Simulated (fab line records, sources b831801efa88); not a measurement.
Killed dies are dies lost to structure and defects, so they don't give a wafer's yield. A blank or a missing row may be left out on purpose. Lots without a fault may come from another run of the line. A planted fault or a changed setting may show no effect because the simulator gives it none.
fab line records | flow gf180mcu
record lots=5 wafers=15 last_day=34
route steps=602 shown M2@381 V2@382 M3@409
lots that met no fault: from a run of the same line without faults
start_h: hours from the record's first day to the start of the lot's first wafer shown | wait_h: hours since the lot's step before | " the same as in the row above | L1.1+2: a row that stands for several wafers | - no value, or no start given | * or withheld: withheld | < > ~ a bound
route shown NAME@n: a module of which the file shows steps, and the number in the route of the first | usual: mean/standard deviation of fault-free wafers | same: alike in all rows | chamber/n: place in a boat | sites: the reading at each site | _std_site: their standard deviation | _edge_site: outer sites' mean less inner sites' | radius_mm: how far each site lies from the wafer's centre | mask NAME#n: copy n | behind: the tool/chamber that last shaped the wafer | hold: why the lot was held/for how many hours/how that ended | device: the transistor (n, p or np) that didn't switch | end of line: the same wafers' tests at the end of the route | a step without rows: its recipe alone | killed: dies lost to structure and defects at the first sort, not the wafer's yield | map: a wafer's dies, x killed, . not, _ none there
set.NAME: the setting as run; set.NAME@STEP: as run at that earlier step | model.NAME: the simulator's own value behind a step, which no gauge read
lots at some steps of the route; a table a step, a row a wafer
services: from which hour (start_h, from the record's first day; less than 0 if before it) a tool's chamber was out of use, for how many hours, and why
## steps
# step GF_M2_CLEAN_19
# recipe chemistry=DIW dry=n2_spin
# columns lot.wafer tool chamber start_h wait_h
L074.2+3+5 wet_bench-04 2 441.36 0.0
L077.3+4+5 wet_bench-04 3 460.33 0.0
L080.2+3+5 wet_bench-03 1 488.89 0.0
L093.1+5+6 wet_bench-01 1 596.28 0.0
L095.2+4+6 wet_bench-01 2 625.88 0.0
# step GF_V2_CVD_00
# recipe material=SiO2 target_thk_nm=600 sigma_open_frac=0.3 temp_c=400 time_s=100 sih4_flow_sccm=60 pressure_mtorr=6
# columns lot.wafer tool chamber start_h wait_h
L074.2+3+5 hdpcvd-01 2,1,1 441.45 0.0
L077.3+4+5 hdpcvd-01 0,1,0 460.43 0.0
L080.2+3+5 hdpcvd-02 1,0,0 488.98 0.0
L093.1+5+6 hdpcvd-01 1,0,2 596.38 0.0
L095.2+4+6 hdpcvd-01 0,0,1 625.97 0.0
# step GF_V2_THK_MEAS_01
# recipe reads=SiO2_of_V2_CVD_00
# usual V2_CVD_00_THK=598/5.6
# columns lot.wafer tool chamber start_h wait_h V2_CVD_00_THK[nm]
L074.2 film_metro-04 - 441.53 0.0 602
L074.3 " - " " 595
L074.5 " - " " 597
L077.3 film_metro-03 - 460.52 0.1 602
L077.4 " - " " 600
L077.5 " - " " 597
L080.2 film_metro-01 - 489.06 0.0 599
L080.3 " - " " 602
L080.5 " - " " 604
L093.1 film_metro-04 - 596.46 0.0 601
L093.5 " - " " 604
L093.6 " - " " 602
L095.2 film_metro-01 - 626.05 0.0 598
L095.4 " - " " 607
L095.6 " - " " 603
# step GF_V2_CVD_02
# recipe material=SiO2 target_thk_nm=850 precursor=TEOS temp_c=400 time_s=94.851 rf_w=600
# usual heater_power_w=672/100
# columns lot.wafer tool chamber start_h wait_h heater_power_w
L074.2 pecvd-01 0 441.58 0.0 777
L074.3 " 1 " " 680
L074.5 " 2 " " 550
L077.3 pecvd-01 2 460.56 0.0 601
L077.4 " 0 " " 817
L077.5 " 2 " " 644
L080.2 pecvd-01 1 489.11 0.0 686
L080.3 " 0 " " 808
L080.5 " 2 " " 527
L093.1 pecvd-01 1 596.52 0.1 673
L093.5 " 2 " " 602
L093.6 " 1 " " 678
L095.2 pecvd-01 2 626.10 0.0 686
L095.4 " 0 " " 677
L095.6 " 2 " " 534
# step GF_V2_THK_MEAS_03
# recipe reads=SiO2_of_V2_CVD_02
# usual V2_CVD_02_THK=851/10
# columns lot.wafer tool chamber start_h wait_h V2_CVD_02_THK[nm]
L074.2 film_metro-04 - 441.66 0.0 852
L074.3 " - " " 842
L074.5 " - " " 847
L077.3 film_metro-04 - 460.65 0.1 846
L077.4 " - " " 849
L077.5 " - " " 843
L080.2 film_metro-01 - 489.19 0.0 848
L080.3 " - " " 852
L080.5 " - " " 861
L093.1 film_metro-01 - 596.59 0.0 825
L093.5 " - " " 843
L093.6 " - " " 846
L095.2 film_metro-04 - 626.18 0.0 841
L095.4 " - " " 865
L095.6 " - " " 851
# step GF_V2_CMP_04
# recipe material=SiO2 down_force_psi=4 platen_rpm=60 pad_velocity_m_s=0.94248
# usual motor_current_A=10.8/1 time_to_endpoint_s=82/4.9
# columns lot.wafer tool chamber start_h wait_h motor_current_A time_to_endpoint_s
L074.3 cmp-02 2 441.71 0.0 11.4 78
L074.2 " 0 " " 9.7 80
L074.5 " 2 " " 12.4 80
L077.3 cmp-02 3 460.79 0.1 11.3 88
L077.4 " 0 " " 11.0 84
L077.5 " 2 " " 11.6 83
L080.2 cmp-01 0 489.29 0.1 11.0 80
L080.3 " 2 " " 8.8 82
L080.5 " 3 " " 9.6 85
L093.1 cmp-02 3 596.75 0.1 10.9 72
L093.5 " 1 " " 11.0 77
L093.6 " 2 " " 12.1 75
L095.4 cmp-02 3 626.37 0.2 11.6 84
L095.2 " 0 " " 11.0 74
L095.6 " 1 " " 11.4 76
# step GF_V2_BOW_MEAS_05
# recipe mode=bow
# usual V2_BOW=98/9.3
# columns lot.wafer tool chamber start_h wait_h V2_BOW[um]
L074.2 film_metro-03 - 442.03 0.2 80
L074.3 " - " " 83
L074.5 " - " " 85
L077.3 film_metro-03 - 461.03 0.2 94
L077.4 " - " " 91
L077.5 " - " " 86
L080.2 film_metro-01 - 489.56 0.2 95
L080.3 " - " " 100
L080.5 " - " " 107
L093.1 film_metro-03 - 596.95 0.1 95
L093.5 " - " " 99
L093.6 " - " " 92
L095.2 film_metro-03 - 626.64 0.2 99
L095.4 " - " " 101
L095.6 " - " " 110
# step GF_V2_DEHYDRATE_06
# recipe temp_c=200 time_s=60
# usual heater_power_total_W=160.37/0.12 plate_temp_C=199.98/0.16
# columns lot.wafer tool chamber start_h wait_h heater_power_total_W plate_temp_C
L074.2 litho_track-04 0 453.75 11.7 160.34 199.85
L074.3 " 0 " " 160.37 199.91
L074.5 " 0 " " 160.32 199.94
L077.3 litho_track-04 0 472.32 11.3 160.32 199.82
L077.4 " 0 " " 160.34 200.11
L077.5 " 0 " " 160.29 199.81
L080.2 litho_track-04 0 499.90 10.3 160.31 200.04
L080.3 " 0 " " 160.26 200.21
L080.5 " 0 " " 160.41 200.13
L093.1 litho_track-04 0 606.82 9.9 160.15 199.97
L093.5 " 0 " " 160.24 199.95
L093.6 " 0 " " 160.29 199.92
L095.2 litho_track-04 0 636.14 9.5 160.26 199.99
L095.4 " 0 " " 160.35 200.17
L095.6 " 0 " " 160.55 200.27
# step GF_V2_HMDS_07
# recipe prime_time_s=60 prime_temp_c=120
# columns lot.wafer tool chamber start_h wait_h
L074.2+3+5 litho_track-04 0 453.90 0.1
L077.3+4+5 litho_track-04 0 472.47 0.1
L080.2+3+5 litho_track-04 0 500.05 0.1
L093.1+5+6 litho_track-04 0 606.97 0.1
L095.2+4+6 litho_track-04 0 636.29 0.1
# step GF_V2_COAT_08
# recipe resist=BARC temp_c=withheld time_s=withheld spin_rpm=withheld resist_thk_nm=withheld
# columns lot.wafer tool chamber start_h wait_h
L074.2+3+5 litho_track-04 0 454.05 0.1
L077.3+4+5 litho_track-04 0 472.62 0.1
L080.2+3+5 litho_track-04 0 500.20 0.1
L093.1+5+6 litho_track-04 0 607.12 0.1
L095.2+4+6 litho_track-04 0 636.44 0.1
# step GF_V2_COAT_09
# recipe resist=KrF spin_rpm=withheld resist_thk_nm=1000
# columns lot.wafer tool chamber start_h wait_h
L074.2+3+5 litho_track-04 0 - -
L077.3+4+5 litho_track-04 0 - -
L080.2+3+5 litho_track-04 0 - -
L093.1+5+6 litho_track-04 0 - -
L095.2+4+6 litho_track-04 0 - -
# step GF_V2_SOFTBAKE_10
# recipe temp_c=128.8 time_s=60 resist=KrF
# usual heater_power_total_W=91.93/0.067 plate_temp_C=128.81/0.15
# columns lot.wafer tool chamber start_h wait_h heater_power_total_W plate_temp_C
L074.2 litho_track-04 0 - - 91.92 128.44
L074.3 " 0 " " 91.77 128.64
L074.5 " 0 " " 91.82 128.44
L077.3 litho_track-04 0 - - 91.86 128.77
L077.4 " 0 " " 91.81 128.73
L077.5 " 0 " " 92.00 128.83
L080.2 litho_track-04 0 - - 91.87 128.76
L080.3 " 0 " " 92.01 128.63
L080.5 " 0 " " 91.83 128.57
L093.1 litho_track-04 0 - - 92.06 128.66
L093.5 " 0 " " 91.91 128.78
L093.6 " 0 " " 91.81 128.72
L095.2 litho_track-04 0 - - 91.85 128.72
L095.4 " 0 " " 91.92 128.73
L095.6 " 0 " " 91.95 128.81
# step GF_V2_EXPOSE_11
# recipe mask_id=Via2 target_cd_nm=260 na=0.68 source_shape=conventional sigma_outer=0.6 dose_mj=38
# usual focus_offset_nm=0.0/0.58
# columns lot.wafer tool chamber start_h wait_h mask focus_offset_nm
L074.2 krf_scanner-01 0 - - Via2#0 0.7
L074.3 " 0 " " Via2#0 -0.3
L074.5 " 0 " " Via2#0 0.6
L077.3 krf_scanner-01 0 - - Via2#0 -0.7
L077.4 " 0 " " Via2#0 0.8
L077.5 " 0 " " Via2#0 -0.1
L080.2 krf_scanner-02 0 - - Via2#0 -0.5
L080.3 " 0 " " Via2#0 -1.0
L080.5 " 0 " " Via2#0 -0.4
L093.1 krf_scanner-01 0 - - Via2#0 0.4
L093.5 " 0 " " Via2#0 0.5
L093.6 " 0 " " Via2#0 1.0
L095.2 krf_scanner-02 0 - - Via2#0 0.4
L095.4 " 0 " " Via2#0 -0.8
L095.6 " 0 " " Via2#0 -0.3
# step GF_V2_PEB_12
# recipe peb_temp_c=135 peb_time_s=90 resist=KrF
# usual heater_power_total_W=85.69/0.083 plate_temp_C=134.98/0.15
# columns lot.wafer tool chamber start_h wait_h heater_power_total_W plate_temp_C
L074.2 litho_track-04 0 - - 85.61 134.88
L074.3 " 0 " " 85.79 135.10
L074.5 " 0 " " 85.81 134.93
L077.3 litho_track-03 0 - - 85.78 134.85
L077.4 " 0 " " 85.68 134.80
L077.5 " 0 " " 85.68 134.90
L080.2 litho_track-04 0 - - 85.58 134.78
L080.3 " 0 " " 85.72 134.75
L080.5 " 0 " " 85.62 134.93
L093.1 litho_track-03 0 - - 85.79 134.95
L093.5 " 0 " " 85.73 134.64
L093.6 " 0 " " 85.66 134.78
L095.2 litho_track-04 0 - - 85.63 134.87
L095.4 " 0 " " 85.58 134.84
L095.6 " 0 " " 85.67 134.88
# step GF_V2_DEVELOP_13
# recipe develop_time_s=60 resist=KrF dev_temp_c=21
# columns lot.wafer tool chamber start_h wait_h
L074.2+3+5 litho_track-04 0 466.40 0.2
L077.3+4+5 litho_track-03 0 484.60 0.1
L080.2+3+5 litho_track-04 0 511.65 0.2
L093.1+5+6 litho_track-03 0 617.85 0.2
L095.2+4+6 litho_track-04 0 646.54 0.2
# step GF_V2_CD_MEAS_14
# recipe target_cd_nm=260
# usual cd_nm=260.4/1.5
# columns lot.wafer tool chamber start_h wait_h cd_nm
L074.2 cd_sem-01 - 466.54 0.1 260.6
L074.3 " - " " 259.7
L074.5 " - " " 261.6
L077.3 cd_sem-01 - 484.74 0.1 261.4
L077.4 " - " " 260.3
L077.5 " - " " 260.9
L080.2 cd_sem-01 - 511.79 0.1 260.5
L080.3 " - " " 259.7
L080.5 " - " " 260.9
L093.1 cd_sem-02 - 618.00 0.1 258.4
L093.5 " - " " 259.3
L093.6 " - " " 258.1
L095.2 cd_sem-02 - 646.69 0.1 259.1
L095.4 " - " " 260.8
L095.6 " - " " 260.7
# step GF_V2_OVL_MEAS_15
# usual V2_OVL=2/5.1
# columns lot.wafer tool chamber start_h wait_h V2_OVL[nm]
L074.2 overlay-02 - 466.65 0.1 10
L074.3 " - " " 2
L074.5 " - " " 8
L077.3 overlay-01 - 484.83 0.1 6
L077.4 " - " " 5
L077.5 " - " " -4
L080.2 overlay-02 - 511.90 0.1 1
L080.3 " - " " 1
L080.5 " - " " 1
L093.1 overlay-02 - 618.12 0.1 -5
L093.5 " - " " 3
L093.6 " - " " 6
L095.2 overlay-02 - 646.79 0.1 1
L095.4 " - " " 0
L095.6 " - " " -1
# step GF_V2_ETCH_16
# recipe chemistry=N2/H2 target_depth_a=withheld overetch_a=withheld time_s=withheld target=BARC ion_energy_ev=200 source_w=500 bias_w=100 pressure_mtorr=30 n2_flow_sccm=100 h2_flow_sccm=200
# usual drypump_motor_current_A=5.8/0.45 oes_product_au=0.854/0.0048 throttle_valve_pct=13.224/0.0097
# columns lot.wafer tool chamber start_h wait_h drypump_motor_current_A oes_product_au throttle_valve_pct
L074.2 rie_diel-03 3 466.68 0.0 6.4 0.851 13.225
L074.3 " 2 " " 5.9 0.853 13.215
L074.5 " 0 " " 6.1 0.857 13.226
L077.3 rie_diel-01 0 484.85 0.0 4.7 0.856 13.232
L077.4 " 1 " " 5.4 0.856 13.219
L077.5 " 1 " " 5.4 0.853 13.238
L080.2 rie_diel-04 0 511.93 0.0 5.9 0.850 13.227
L080.3 " 2 " " 5.2 0.857 13.224
L080.5 " 3 " " 5.5 0.852 13.212
L093.1 rie_diel-03 3 618.15 0.0 6.3 0.854 13.238
L093.5 " 1 " " 5.7 0.858 13.227
L093.6 " 2 " " 5.9 0.852 13.217
L095.2 rie_diel-03 3 646.82 0.0 6.4 0.849 13.217
L095.4 " 0 " " 6.1 0.855 13.229
L095.6 " 3 " " 6.4 0.848 13.214
# step GF_V2_ETCH_17
# recipe chemistry=C4F8/O2/Ar mask_material=KrF target=SiO2 stop_on=TiN source_w=1500 bias_w=1200 pressure_mtorr=40 c4f8_flow_sccm=withheld O2_flow_sccm=6 Ar_flow_sccm=300 time_s=withheld target_depth_a=6300
# usual oes_product_au=0.856/0.0048
# columns lot.wafer tool chamber start_h wait_h oes_product_au
L074.2 rie_diel-03 3 - - 0.855
L074.3 " 2 " " 0.857
L074.5 " 0 " " 0.847
L077.3 rie_diel-01 0 - - 0.861
L077.4 " 1 " " 0.854
L077.5 " 1 " " 0.853
L080.2 rie_diel-04 0 - - 0.850
L080.3 " 2 " " 0.865
L080.5 " 3 " " 0.851
L093.1 rie_diel-03 3 - - 0.861
L093.5 " 1 " " 0.850
L093.6 " 2 " " 0.862
L095.2 rie_diel-03 3 - - 0.858
L095.4 " 0 " " 0.861
L095.6 " 3 " " 0.849
# step GF_V2_STRIP_18
# recipe chemistry=O2/N2 power_w=1400 pressure_mtorr=1500 platen_temp_c=250 o2_flow_sccm=3000 n2_flow_sccm=300 overash_fraction=0.5
# usual drypump_motor_current_A=5.4/0.45 heater_power_w=341/55 oes_product_au=0.593/0.0049
# columns lot.wafer tool chamber start_h wait_h drypump_motor_current_A heater_power_w oes_product_au rf_hours_counter_h
L074.2 plasma_asher-01 0 466.81 - 5.7 307 0.596 3
L074.3 " 0 " " 5.7 310 0.585 -
L074.5 " 1 " " 5.4 347 0.593 -
L077.3 plasma_asher-02 0 485.02 - 5.9 466 0.597 -
L077.4 " 1 " " 4.9 340 0.588 -
L077.5 " 0 " " 6.0 457 0.599 -
L080.2 plasma_asher-01 0 512.06 - 5.7 308 0.587 8
L080.3 " 0 " " 5.7 316 0.591 -
L080.5 " 0 " " 5.7 312 0.589 -
L093.1 plasma_asher-01 0 618.28 - 5.7 305 0.590 19
L093.5 " 0 " " 5.7 314 0.597 -
L093.6 " 1 " " 5.4 342 0.597 -
L095.2 plasma_asher-04 1 646.95 - 4.7 377 0.583 103
L095.4 " 0 " " 5.8 272 0.597 -
L095.6 " 1 " " 4.7 381 0.591 -
# step GF_V2_STRIP_19
# recipe chemistry=post_etch_residue_remover time_s=1200 temp_c=72.5
# columns lot.wafer tool chamber start_h wait_h
L074.2+3+5 wet_bench-04 0 466.91 0.1
L077.3+4+5 wet_bench-02 0 485.08 0.0
L080.2+3+5 wet_bench-01 1 512.16 0.1
L093.1+5+6 wet_bench-04 1 618.38 0.1
L095.2+4+6 wet_bench-01 1 647.05 0.1
# step GF_V2_CLEAN_20
# recipe chemistry=DIW dry=n2_spin
# columns lot.wafer tool chamber start_h wait_h
L074.2+3+5 wet_bench-02 2 467.28 0.0
L077.3+4+5 wet_bench-01 2 485.46 0.0
L080.2+3+5 wet_bench-02 0 512.50 0.0
L093.1+5+6 wet_bench-01 2 618.72 0.0
L095.2+4+6 wet_bench-04 1 647.40 0.0
# step GF_V2_SPUTTER_21
# recipe material=Ti target_thk_nm=15 chamber_pressure_pa=5 power_w=2500 substrate_temp_c=200 time_s=80.02
# usual throttle_valve_pct=30.0/1.1
# columns lot.wafer tool chamber start_h wait_h throttle_valve_pct
L074.2 pvd_sputter-03 - 467.38 0.0 29.8
L074.3 " - " " 29.8
L074.5 " - " " 30.5
L077.3 pvd_sputter-04 - 485.55 0.0 29.2
L077.4 " - " " 30.3
L077.5 " - " " 29.5
L080.2 pvd_sputter-03 - 512.59 0.0 29.6
L080.3 " - " " 31.5
L080.5 " - " " 29.3
L093.1 pvd_sputter-04 - 618.81 0.0 30.4
L093.5 " - " " 27.1
L093.6 " - " " 30.0
L095.2 pvd_sputter-02 - 647.49 0.0 31.1
L095.4 " - " " 30.7
L095.6 " - " " 31.3
# step GF_V2_SPUTTER_22
# recipe material=TiN target_thk_nm=10 chamber_pressure_pa=5 power_w=4000 time_s=40
# usual throttle_valve_pct=30.0/1.1
# columns lot.wafer tool chamber start_h wait_h throttle_valve_pct
L074.2 pvd_sputter-03 - 467.44 0.0 30.0
L074.3 " - " " 29.4
L074.5 " - " " 30.5
L077.3 pvd_sputter-04 - 485.61 0.0 29.4
L077.4 " - " " 30.5
L077.5 " - " " 29.7
L080.2 pvd_sputter-03 - 512.65 0.0 29.5
L080.3 " - " " 31.6
L080.5 " - " " 29.4
L093.1 pvd_sputter-04 - 618.88 0.0 30.0
L093.5 " - " " 27.3
L093.6 " - " " 30.1
L095.2 pvd_sputter-02 - 647.55 0.0 31.3
L095.4 " - " " 30.7
L095.6 " - " " 30.9
# step GF_V2_CVD_23
# recipe material=W target_thk_nm=350 time_s=104.94 temp_c=400 pressure_torr=40
# usual heater_power_w=805/85
# columns lot.wafer tool chamber start_h wait_h heater_power_w
L074.2 cvd_w-02 0 467.48 0.0 702
L074.3 " 1 " " 820
L074.5 " 1 " " 829
L077.3 cvd_w-02 0 485.68 0.1 690
L077.4 " 1 " " 829
L077.5 " 1 " " 841
L080.2 cvd_w-01 1 512.69 0.0 732
L080.3 " 0 " " 937
L080.5 " 0 " " 954
L093.1 cvd_w-02 0 618.91 0.0 719
L093.5 " 1 " " 850
L093.6 " 0 " " 728
L095.2 cvd_w-02 0 647.59 0.0 710
L095.4 " 1 " " 831
L095.6 " 1 " " 835
# step GF_V2_RS_MEAS_24
# recipe thk_meas_gauge=four-point-probe reads=W_of_V2_CVD_23+TiN_of_V2_SPUTTER_22+Ti_of_V2_SPUTTER_21
# usual V2_W_RS=0.329/0.0037
# columns lot.wafer tool chamber start_h wait_h V2_W_RS[ohm/sq]
L074.2 film_metro-04 - 467.61 0.1 0.328
L074.3 " - " " 0.328
L074.5 " - " " 0.326
L077.3 film_metro-04 - 485.80 0.1 0.331
L077.4 " - " " 0.329
L077.5 " - " " 0.331
L080.2 film_metro-03 - 512.82 0.1 0.326
L080.3 " - " " 0.320
L080.5 " - " " 0.319
L093.1 film_metro-04 - 619.03 0.1 0.327
L093.5 " - " " 0.326
L093.6 " - " " 0.326
L095.2 film_metro-04 - 647.72 0.1 0.327
L095.4 " - " " 0.327
L095.6 " - " " 0.327
# step GF_V2_THK_MEAS_25
# recipe thk_meas_gauge=xrf reads=W_of_V2_CVD_23
# usual V2_W_THK=357/6.1
# columns lot.wafer tool chamber start_h wait_h V2_W_THK[nm]
L074.2 film_metro-04 - 467.72 0.1 360
L074.3 " - " " 361
L074.5 " - " " 362
L077.3 film_metro-04 - 485.90 0.1 355
L077.4 " - " " 358
L077.5 " - " " 356
L080.2 film_metro-03 - 512.93 0.1 359
L080.3 " - " " 366
L080.5 " - " " 367
L093.1 film_metro-04 - 619.15 0.1 366
L093.5 " - " " 364
L093.6 " - " " 365
L095.2 film_metro-04 - 647.83 0.1 363
L095.4 " - " " 364
L095.6 " - " " 364
# step GF_V2_CMP_26
# recipe stop_on=SiO2 down_force_psi=3.5 platen_rpm=60 t_overpolish_s=15 target_thk_nm=0 pad_velocity_m_s=0.94248
# usual motor_current_A=9.9/0.94 overpolish_run_s=15.001/0.0082 time_to_endpoint_s=85.5/2.5
# columns lot.wafer tool chamber start_h wait_h motor_current_A overpolish_run_s time_to_endpoint_s
L074.3 cmp-02 0 467.77 0.0 10.0 15.015 85.1
L074.2 " 1 " " 10.1 15.000 85.3
L074.5 " 0 " " 9.7 15.005 88.2
L077.3 cmp-02 2 485.94 0.0 10.9 14.999 84.4
L077.4 " 3 " " 10.9 14.993 87.9
L077.5 " 2 " " 10.8 15.002 83.5
L080.3 cmp-01 1 512.98 0.0 10.9 15.001 89.1
L080.2 " 3 " " 8.3 15.005 82.3
L080.5 " 1 " " 10.6 15.009 86.5
L093.1 cmp-01 2 619.36 0.2 8.3 15.007 86.0
L093.5 " 3 " " 8.6 15.015 90.1
L093.6 " 0 " " 10.6 14.987 84.9
L095.4 cmp-01 3 647.93 0.1 8.1 15.002 85.9
L095.2 " 1 " " 10.5 15.002 84.4
L095.6 " 2 " " 8.7 14.993 80.7
# step GF_M3_SPUTTER_00
# recipe material=Ti target_thk_nm=37.5 arriving_ion_energy_ev=80 substrate_temp_c=200 chamber_pressure_pa=2 power_w=4000 time_s=150
# usual throttle_valve_pct=29.7/1.5
# columns lot.wafer tool chamber start_h wait_h throttle_valve_pct
L074.2 pvd_sputter-02 - 468.07 0.2 30.6
L074.3 " - " " 31.2
L074.5 " - " " 28.1
L077.3 pvd_sputter-01 - 486.24 0.2 31.2
L077.4 " - " " 27.7
L077.5 " - " " 30.9
L080.2 pvd_sputter-04 - 513.28 0.1 29.5
L080.3 " - " " 30.2
L080.5 " - " " 29.6
L093.1 pvd_sputter-02 - 619.51 0.1 30.6
L093.5 " - " " 28.1
L093.6 " - " " 31.2
L095.2 pvd_sputter-01 - 648.18 0.1 30.9
L095.4 " - " " 27.5
L095.6 " - " " 29.6
# step GF_M3_SPUTTER_01
# recipe material=TiN target_thk_nm=30 power_w=6500 time_s=25 chamber_pressure_pa=0.4
# usual throttle_valve_pct=29.7/1.5
# columns lot.wafer tool chamber start_h wait_h throttle_valve_pct
L074.2 pvd_sputter-02 - 468.17 0.1 30.5
L074.3 " - " " 31.2
L074.5 " - " " 28.1
L077.3 pvd_sputter-01 - 486.34 0.1 30.9
L077.4 " - " " 27.6
L077.5 " - " " 30.8
L080.2 pvd_sputter-04 - 513.38 0.1 29.5
L080.3 " - " " 30.4
L080.5 " - " " 29.6
L093.1 pvd_sputter-02 - 619.61 0.1 31.0
L093.5 " - " " 28.1
L093.6 " - " " 31.5
L095.2 pvd_sputter-01 - 648.28 0.1 30.8
L095.4 " - " " 27.4
L095.6 " - " " 29.3
# step GF_M3_SPUTTER_02
# recipe material=AlCu target_thk_nm=450 power_w=10600 time_s=23.9 chamber_pressure_pa=0.4
# usual throttle_valve_pct=29.7/1.5
# columns lot.wafer tool chamber start_h wait_h throttle_valve_pct
L074.2 pvd_sputter-02 - 468.20 0.0 30.4
L074.3 " - " " 31.4
L074.5 " - " " 28.1
L077.3 pvd_sputter-01 - 486.37 0.0 30.9
L077.4 " - " " 27.6
L077.5 " - " " 30.9
L080.2 pvd_sputter-04 - 513.41 0.0 29.4
L080.3 " - " " 30.4
L080.5 " - " " 29.5
L093.1 pvd_sputter-02 - 619.64 0.0 30.9
L093.5 " - " " 28.2
L093.6 " - " " 31.4
L095.2 pvd_sputter-01 - 648.31 0.0 30.6
L095.4 " - " " 27.4
L095.6 " - " " 29.4
# step GF_M3_SPUTTER_03
# recipe material=Ti target_thk_nm=10 substrate_temp_c=300 chamber_pressure_pa=0.3121 power_w=3000 time_s=6.7
# usual throttle_valve_pct=29.7/1.5
# columns lot.wafer tool chamber start_h wait_h throttle_valve_pct
L074.2 pvd_sputter-02 - 468.23 0.0 30.8
L074.3 " - " " 31.4
L074.5 " - " " 28.2
L077.3 pvd_sputter-01 - 486.40 0.0 30.7
L077.4 " - " " 27.9
L077.5 " - " " 30.9
L080.2 pvd_sputter-04 - 513.44 0.0 29.6
L080.3 " - " " 30.5
L080.5 " - " " 29.3
L093.1 pvd_sputter-02 - 619.67 0.0 30.6
L093.5 " - " " 28.0
L093.6 " - " " 31.4
L095.2 pvd_sputter-01 - 648.34 0.0 31.0
L095.4 " - " " 27.5
L095.6 " - " " 29.8
# step GF_M3_SPUTTER_04
# recipe material=TiN target_thk_nm=50 power_w=6500 time_s=41.7 chamber_pressure_pa=0.4
# usual throttle_valve_pct=29.7/1.5
# columns lot.wafer tool chamber start_h wait_h throttle_valve_pct
L074.2 pvd_sputter-02 - 468.25 0.0 30.6
L074.3 " - " " 31.5
L074.5 " - " " 28.4
L077.3 pvd_sputter-01 - 486.42 0.0 30.7
L077.4 " - " " 27.9
L077.5 " - " " 31.0
L080.2 pvd_sputter-04 - 513.46 0.0 29.5
L080.3 " - " " 30.3
L080.5 " - " " 29.5
L093.1 pvd_sputter-02 - 619.69 0.0 30.6
L093.5 " - " " 28.1
L093.6 " - " " 31.3
L095.2 pvd_sputter-01 - 648.36 0.0 30.8
L095.4 " - " " 27.4
L095.6 " - " " 29.5
# step GF_M3_RS_MEAS_05
# recipe thk_meas_gauge=four-point-probe reads=TiN_of_M3_SPUTTER_04+Ti_of_M3_SPUTTER_03+AlCu_of_M3_SPUTTER_02+TiN_of_M3_SPUTTER_01+Ti_of_M3_SPUTTER_00
# usual M3_ALCU_RS=0.0696/0.0006
# columns lot.wafer tool chamber start_h wait_h M3_ALCU_RS[ohm/sq]
L074.2 film_metro-02 - 468.31 0.0 0.0699
L074.3 " - " " 0.0704
L074.5 " - " " 0.0703
L077.3 film_metro-02 - 486.50 0.1 0.0683
L077.4 " - " " 0.0689
L077.5 " - " " 0.0690
L080.2 film_metro-03 - 513.52 0.0 0.0699
L080.3 " - " " 0.0693
L080.5 " - " " 0.0696
L093.1 film_metro-01 - 619.73 0.0 0.0693
L093.5 " - " " 0.0690
L093.6 " - " " 0.0687
L095.2 film_metro-02 - 648.42 0.0 0.0708
L095.4 " - " " 0.0705
L095.6 " - " " 0.0708
# step GF_M3_THK_MEAS_06
# recipe thk_meas_gauge=xrf reads=AlCu_of_M3_SPUTTER_02
# usual M3_ALCU_THK=450/5
# columns lot.wafer tool chamber start_h wait_h M3_ALCU_THK[nm]
L074.2 film_metro-02 - 468.42 0.1 446
L074.3 " - " " 443
L074.5 " - " " 442
L077.3 film_metro-02 - 486.60 0.1 454
L077.4 " - " " 451
L077.5 " - " " 453
L080.2 film_metro-03 - 513.63 0.1 453
L080.3 " - " " 454
L080.5 " - " " 453
L093.1 film_metro-01 - 619.85 0.1 448
L093.5 " - " " 450
L093.6 " - " " 453
L095.2 film_metro-02 - 648.53 0.1 442
L095.4 " - " " 444
L095.6 " - " " 442
# step GF_M3_DEHYDRATE_07
# recipe temp_c=200 time_s=60
# usual heater_power_total_W=160.37/0.13 plate_temp_C=199.96/0.15
# columns lot.wafer tool chamber start_h wait_h heater_power_total_W plate_temp_C
L074.2 litho_track-02 0 479.75 11.3 160.48 200.03
L074.3 " 0 " " 160.40 199.86
L074.5 " 0 " " 160.39 199.79
L077.3 litho_track-01 0 497.92 11.3 160.34 199.87
L077.4 " 0 " " 160.43 199.95
L077.5 " 0 " " 160.40 200.00
L080.2 litho_track-02 0 524.10 10.5 160.49 200.17
L080.3 " 0 " " 160.36 199.93
L080.5 " 0 " " 160.45 200.07
L093.1 litho_track-02 0 629.57 9.7 160.30 199.86
L093.5 " 0 " " 160.47 199.86
L093.6 " 0 " " 160.32 199.91
L095.2 litho_track-03 0 658.02 9.5 160.32 200.06
L095.4 " 0 " " 160.33 199.99
L095.6 " 0 " " 160.23 200.10
# step GF_M3_HMDS_08
# recipe prime_time_s=60 prime_temp_c=120
# columns lot.wafer tool chamber start_h wait_h
L074.2+3+5 litho_track-02 0 479.90 0.1
L077.3+4+5 litho_track-01 0 498.07 0.1
L080.2+3+5 litho_track-02 0 524.25 0.1
L093.1+5+6 litho_track-02 0 629.72 0.1
L095.2+4+6 litho_track-03 0 658.17 0.1
# step GF_M3_COAT_09
# recipe resist=KrF spin_rpm=withheld resist_thk_nm=1000
# columns lot.wafer tool chamber start_h wait_h
L074.2+3+5 litho_track-02 0 480.05 0.1
L077.3+4+5 litho_track-01 0 498.22 0.1
L080.2+3+5 litho_track-02 0 524.40 0.1
L093.1+5+6 litho_track-02 0 629.87 0.1
L095.2+4+6 litho_track-03 0 658.32 0.1
## services
# columns tool chamber start_h hours kind
rie_diel-03 2 427.78 2.6 repair
cmp-02 - 442.08 1.0 repair
hdpcvd-01 - 445.17 14.6 pm
cmp-01 - 451.71 0.2 repair
pvd_sputter-04 - 466.13 6.3 repair
hdpcvd-01 - 471.44 0.3 repair
pecvd-01 0 495.13 10.5 repair
pecvd-01 2 515.12 4.4 repair
cmp-02 - 536.59 1.6 repair
pvd_sputter-02 - 537.28 1.4 repair
hdpcvd-01 - 539.25 15.0 pm
cmp-01 - 541.98 2.2 repair
pvd_sputter-02 - 543.85 2.1 repair
cmp-01 - 547.17 4.7 pm
cmp-01 - 551.87 5.5 pm
cmp-02 - 572.15 4.0 pm
pvd_sputter-04 - 576.97 2.0 repair
rie_diel-03 3 595.78 10.2 repair
cmp-01 - 596.46 0.3 repair
pecvd-01 - 601.40 0.5 repair
hdpcvd-01 2 602.61 3.7 repair
pvd_sputter-04 - 607.49 4.6 repair
pvd_sputter-03 - 616.74 0.5 repair
cmp-02 - 635.30 8.2 pm
## key
fault none
